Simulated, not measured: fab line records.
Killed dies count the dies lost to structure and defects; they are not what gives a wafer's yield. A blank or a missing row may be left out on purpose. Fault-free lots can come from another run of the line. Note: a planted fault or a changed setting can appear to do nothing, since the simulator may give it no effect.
Chamber matching || flow sky130 || 3 sister chambers for SKY_CONTACT_CVD_00 on pecvd-03
The step deposits Si3N4, target thk 75 nm. 6 wafers are shown with their chamber, then 12 later ones without.

== EACH WAFER AND ITS CHAMBER ==
{"wafer": "L082.5", "chamber": 0, "heaterPowerW (W)": 831, "heaterPowerOuterW (W)": 488}
{"wafer": "L083.6", "chamber": 0, "heaterPowerW (W)": 802, "heaterPowerOuterW (W)": 480}
{"wafer": "L086.5", "chamber": 1, "heaterPowerW (W)": 633, "heaterPowerOuterW (W)": 353}
{"wafer": "L088.1", "chamber": 1, "heaterPowerW (W)": 634, "heaterPowerOuterW (W)": 363}
{"wafer": "L088.3", "chamber": 2, "heaterPowerW (W)": 996, "heaterPowerOuterW (W)": 644}
{"wafer": "L088.6", "chamber": 2, "heaterPowerW (W)": 1022, "heaterPowerOuterW (W)": 640}

== WAFERS WITH NO CHAMBER GIVEN ==
{"wafer": "L092.2", "heaterPowerW (W)": 609, "heaterPowerOuterW (W)": 340}
{"wafer": "L092.3", "heaterPowerW (W)": 849, "heaterPowerOuterW (W)": 507}
{"wafer": "L092.5", "heaterPowerW (W)": 844, "heaterPowerOuterW (W)": 508}
{"wafer": "L095.1", "heaterPowerW (W)": 977, "heaterPowerOuterW (W)": 632}
{"wafer": "L095.3", "heaterPowerW (W)": 730, "heaterPowerOuterW (W)": 426}
{"wafer": "L095.6", "heaterPowerW (W)": 999, "heaterPowerOuterW (W)": 643}
{"wafer": "L097.1", "heaterPowerW (W)": 953, "heaterPowerOuterW (W)": 633}
{"wafer": "L097.2", "heaterPowerW (W)": 817, "heaterPowerOuterW (W)": 492}
{"wafer": "L097.3", "heaterPowerW (W)": 560, "heaterPowerOuterW (W)": 297}
{"wafer": "L097.4", "heaterPowerW (W)": 975, "heaterPowerOuterW (W)": 613}
{"wafer": "L097.5", "heaterPowerW (W)": 547, "heaterPowerOuterW (W)": 302}
{"wafer": "L097.6", "heaterPowerW (W)": 832, "heaterPowerOuterW (W)": 494}

== CHAMBER TAKEN BY EACH ==
{"wafer": "L092.2", "from the rows above": 1, "in truth": 1}
{"wafer": "L092.3", "from the rows above": 0, "in truth": 0}
{"wafer": "L092.5", "from the rows above": 0, "in truth": 0}
{"wafer": "L095.1", "from the rows above": 2, "in truth": 2}
{"wafer": "L095.3", "from the rows above": "can't be placed: 0 or 1", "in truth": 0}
{"wafer": "L095.6", "from the rows above": 2, "in truth": 2}
{"wafer": "L097.1", "from the rows above": 2, "in truth": 2}
{"wafer": "L097.2", "from the rows above": 0, "in truth": 0}
{"wafer": "L097.3", "from the rows above": 1, "in truth": 1}
{"wafer": "L097.4", "from the rows above": 2, "in truth": 2}
{"wafer": "L097.5", "from the rows above": 1, "in truth": 1}
{"wafer": "L097.6", "from the rows above": 0, "in truth": 0}
Correctly placed: 11 of 12. Can't be placed from these rows: 1 (the true chamber is among the candidates in 1). Wrongly placed: 0.
How it was worked out, from the rows above alone: a wafer's distance from a chamber is the root of the sum, over the readings, of the square of ((its reading less the chamber's mean) divided by the reading's scatter). If the next closest chamber is less than 2 further off than the closest, the wafer can't be placed; otherwise it belongs to the closest. A chamber's mean is the mean of its shown wafers. The scatter: take each reading less its chamber's mean, square it, sum over the shown wafers, divide by the number of wafers less the number of chambers, and take the root.
